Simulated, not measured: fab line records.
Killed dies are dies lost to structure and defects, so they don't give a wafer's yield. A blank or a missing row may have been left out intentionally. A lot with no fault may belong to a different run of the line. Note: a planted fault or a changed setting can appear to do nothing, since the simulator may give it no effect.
Matching of chambers | flow sky130 | SKY_VIA2_ETCH_15 on rie-diel-03 has 3 sister chambers
The step etches SiO2 in C4F8/O2/Ar, stops on TiN, target depth 546 nm, time 84 s. 6 wafers are shown with their chamber, then 7 later ones without.

## WAFERS, EACH WITH ITS CHAMBER
wafer  | chamber | chamber-pressure-mTorr (mTorr) | oes-product-au (a.u.)
L085.3 | 2       | 40.05                          | 0.938
L085.5 | 2       | 39.99                          | 0.942
L085.6 | 3       | 40.00                          | 0.939
L089.2 | 0       | 39.93                          | 0.938
L089.5 | 0       | 39.98                          | 0.948
L089.6 | 3       | 40.06                          | 0.947

## WAFERS WHOSE CHAMBER IS MISSING
wafer  | chamber-pressure-mTorr (mTorr) | oes-product-au (a.u.)
L090.2 | 40.00                          | 0.935
L090.5 | 39.92                          | 0.938
L093.1 | 39.99                          | 0.937
L093.2 | 40.00                          | 0.940
L093.4 | 40.01                          | 0.943
L095.2 | 39.99                          | 0.937
L095.3 | 40.01                          | 0.941

## CHAMBER TAKEN BY EACH
wafer  | from the rows above          | in truth
L090.2 | can't be placed: 2 or 3 or 0 | 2
L090.5 | can't be placed: 0 or 2 or 3 | 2
L093.1 | can't be placed: 2 or 0 or 3 | 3
L093.2 | can't be placed: 2 or 3 or 0 | 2
L093.4 | can't be placed: 3 or 2 or 0 | 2
L095.2 | can't be placed: 2 or 0 or 3 | 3
L095.3 | can't be placed: 2 or 3 or 0 | 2
Correct placement for 0 of the 7. From these rows, 7 cannot be placed; in 7 the true chamber is one of the candidates. Number placed wrongly: 0.
How it was worked out, from the rows above alone: a wafer's distance from a chamber is the root of the sum, over the readings, of the square of ((its reading less the chamber's mean) divided by the reading's scatter). If the next closest chamber is less than 2 further off than the closest, the wafer can't be placed; otherwise it belongs to the closest. For every chamber, the mean is computed from those of its wafers that are shown. The scatter is the square root of a quotient: the sum, over the shown wafers, of each reading's squared deviation from its chamber's mean, divided by wafers minus chambers.
